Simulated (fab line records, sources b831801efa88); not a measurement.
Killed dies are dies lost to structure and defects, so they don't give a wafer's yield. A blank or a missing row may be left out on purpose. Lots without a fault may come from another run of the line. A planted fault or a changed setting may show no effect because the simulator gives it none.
Tool commonality check | flow sky130 | 14 lots, 48 wafers sampled

WHY IT WAS OPENED
At SKY_VT_ADJUST_HVTR_CD_MEAS_07 the reading cd_nm is flagged on 2 of 14 lots. Wafers without a fault read 380.3 nm, standard deviation 2.4.
Rule: a lot is flagged when every wafer of it that has a number lies more than 4 standard deviations from that mean, or none has a number. The other lots count as sound.

lot  | measured     | on        | cd_nm (nm), wafer by wafer          | flag
L926 | day 9 03:35  | cd_sem-02 | 381.2 379.6 378.3                   |
L927 | day 9 13:34  | cd_sem-01 | 384.9 383.4 383.8                   |
L929 | day 10 07:27 | cd_sem-01 | 378.7 379.9 376.1                   |
L930 | day 10 14:38 | cd_sem-01 | 379.8 377.4 378.3                   |
L931 | day 11 00:01 | cd_sem-01 | 379.9 378.6 382.2                   |
L932 | day 11 12:38 | cd_sem-02 | 380.6 383.6 380.1                   |
L934 | day 11 19:53 | cd_sem-02 | 381.3 380.8 381.8                   |
L935 | day 12 20:07 | cd_sem-01 | 383.4 385.5 383.2                   |
L936 | day 13 00:58 | cd_sem-01 | 381.8 381.7 381.1                   |
L937 | day 13 02:08 | cd_sem-02 | 383.4 382.2 385.2                   |
L939 | day 13 15:23 | cd_sem-02 | 380.1 377.5 378.7                   |
L941 | day 14 00:50 | cd_sem-01 | 413.8 417.5 416.2 414.0 417.5 416.9 | FLAGGED
L942 | day 14 06:35 | cd_sem-01 | 417.9 419.2 416.9 418.1 419.1 416.9 | FLAGGED
L949 | day 16 20:17 | cd_sem-02 | 378.9 377.7 375.6                   |
The numbers of the flagged lots are 417.0 nm on average: +36.7 nm against the usual, or +15 standard deviations.

WHICH TOOL RAN EACH LOT
The record holds 1 process step before the reading, out of a route of 708 steps. In each cell: the tool, then ch and the chambers that the sampled wafers went through, then the start.
lot  | flag    | SKY_VT_ADJUST_HVTR_DEVELOP_06
L926 |         | litho_track-02 ch 0, day 9 03:26
L927 |         | litho_track-03 ch 0, day 9 13:25
L929 |         | litho_track-04 ch 0, day 10 07:19
L930 |         | litho_track-02 ch 0, day 10 14:31
L931 |         | litho_track-03 ch 0, day 10 23:52
L932 |         | litho_track-04 ch 0, day 11 12:29
L934 |         | litho_track-04 ch 0, day 11 19:44
L935 |         | litho_track-03 ch 0, day 12 19:58
L936 |         | litho_track-03 ch 0, day 13 00:49
L937 |         | litho_track-04 ch 0, day 13 01:59
L939 |         | litho_track-03 ch 0, day 13 15:15
L941 | FLAGGED | litho_track-04 ch 0, day 14 00:41
L942 | FLAGGED | litho_track-04 ch 0, day 14 06:26
L949 |         | litho_track-02 ch 0, day 16 20:08
What these steps do:
- SKY_VT_ADJUST_HVTR_DEVELOP_06: develop time 60 s.
- SKY_VT_ADJUST_HVTR_CD_MEAS_07: target cd 380 nm.

FLAGGED OVER TOTAL, TOOL BY TOOL (the gauges that took the reading come last)
step                          | tool           | lots run | flagged | share of the flagged lots | sound lots run after its first flagged lot
SKY_VT_ADJUST_HVTR_DEVELOP_06 | litho_track-02 | 3        | 0       | none                      | -
SKY_VT_ADJUST_HVTR_DEVELOP_06 | litho_track-03 | 5        | 0       | none                      | -
SKY_VT_ADJUST_HVTR_DEVELOP_06 | litho_track-04 | 6        | 2       | all                       | 0
SKY_VT_ADJUST_HVTR_CD_MEAS_07 | cd_sem-01      | 8        | 2       | all                       | 0
SKY_VT_ADJUST_HVTR_CD_MEAS_07 | cd_sem-02      | 6        | 0       | none                      | -

WHAT THE TABLE ALLOWS
2 rows of the table ran every flagged lot: litho_track-04 at SKY_VT_ADJUST_HVTR_DEVELOP_06, cd_sem-01 at SKY_VT_ADJUST_HVTR_CD_MEAS_07.
- litho_track-04 at SKY_VT_ADJUST_HVTR_DEVELOP_06: 2 of its 6 lots flagged. Its last sound lot is L937 (day 13 01:59), its first flagged lot L941 (day 14 00:41): a fault that began between those two fits.
- cd_sem-01 at SKY_VT_ADJUST_HVTR_CD_MEAS_07: 2 of its 8 lots flagged. Its last sound lot is L936 (day 13 00:58), its first flagged lot L941 (day 14 00:50): a fault that began between those two fits.
Counting lots can't tell these 2 tools apart, because each fits a fault that began at some hour. More lots, or a look at what each step does to the wafer, might.

WHAT THE SIMULATOR HAD PUT IN
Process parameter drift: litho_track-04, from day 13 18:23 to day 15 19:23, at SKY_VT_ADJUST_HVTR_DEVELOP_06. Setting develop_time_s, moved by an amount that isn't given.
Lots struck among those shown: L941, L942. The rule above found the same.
